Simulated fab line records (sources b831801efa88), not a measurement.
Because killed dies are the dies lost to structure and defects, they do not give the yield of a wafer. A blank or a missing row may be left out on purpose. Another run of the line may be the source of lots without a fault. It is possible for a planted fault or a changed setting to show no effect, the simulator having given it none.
Which tool was responsible? ; flow sky130 ; 72 wafers sampled from 24 lots at 1 step of a route of 708

== WHAT EACH GAUGE READ, for each wafer ==
SKY_LI_CONTACT_CD_MEAS_12: the cd target is 170 nm. Usual: cd nm reads 170.1 nm (standard deviation 1.8).
lot;measured;on;cd nm (nm);flag
L074;day 28 11:20;cd sem-02;170.4 170.2 170.5;
L075;day 29 02:29;cd sem-02;170.6 169.1 169.1;
L076;day 29 13:09;cd sem-01;170.2 169.9 170.3;
L077;day 30 03:19;cd sem-02;172.1 172.1 170.8;
L078;day 30 11:05;cd sem-02;166.7 166.4 166.0;
L079;day 30 14:58;cd sem-01;170.9 171.7 171.4;
L080;day 30 21:43;cd sem-02;168.9 169.6 170.0;
L081;day 31 08:07;cd sem-02;169.1 168.6 172.1;
L082;day 31 16:46;cd sem-01;170.4 171.2 169.8;
L083;day 32 04:40;cd sem-01;169.9 172.8 171.5;
L084;day 32 09:47;cd sem-02;170.3 168.1 169.6;
L085;day 32 20:25;cd sem-02;173.5 172.0 173.2;
L086;day 33 05:44;cd sem-01;170.3 172.3 171.8;
L087;day 33 11:15;cd sem-02;168.8 165.6 167.0;
L088;day 34 00:04;cd sem-01;170.2 170.7 169.9;
L089;day 34 08:11;cd sem-01;170.7 169.6 169.8;
L090;day 34 11:52;cd sem-02;170.8 169.4 170.0;
L091;day 34 17:19;cd sem-02;171.5 172.3 171.4;
L092;day 34 21:46;cd sem-01;170.1 170.2 172.0;
L093;day 35 08:50;cd sem-01;172.2 172.4 172.2;
L094;day 35 18:55;cd sem-01;168.7 168.5 168.7;
L095;day 35 23:37;cd sem-01;165.7 165.0 166.6;
L096;day 36 09:34;cd sem-02;170.8 172.7 171.8;
L097;day 36 14:05;cd sem-01;169.2 169.4 167.9;

== WHICH TOOL RAN EACH LOT (tool, then ch and the chambers of the sampled wafers, then the start) ==
Record: no process step prior to these readings.

== AS READ BY THE TOOLS THEMSELVES (means over the sampled wafers that have a number; for cases with no such wafer, the mark the record gives instead) ==
The record holds no such reading with a usual standard deviation.

== THE ANSWER, worked out from the rows above alone ==
Rule: a lot counts as off when the mean over its wafers that have a number is more than 3 standard deviations away from the usual mean. A lot without any number at a reading at which 4 lots or more have one is off too. Any other lot the step has rows for is counted as sound. After the gauges, taken in route order, come the tools' own readings; for these a lot's mean is taken, as printed above. The first step at which some lot is off is used, and at that step the reading that is off furthest; a lot without a number counts as furthest.
Nothing can be told from this: no lot is off at any reading shown.

== WHAT THE SIMULATOR HAD PUT IN ==
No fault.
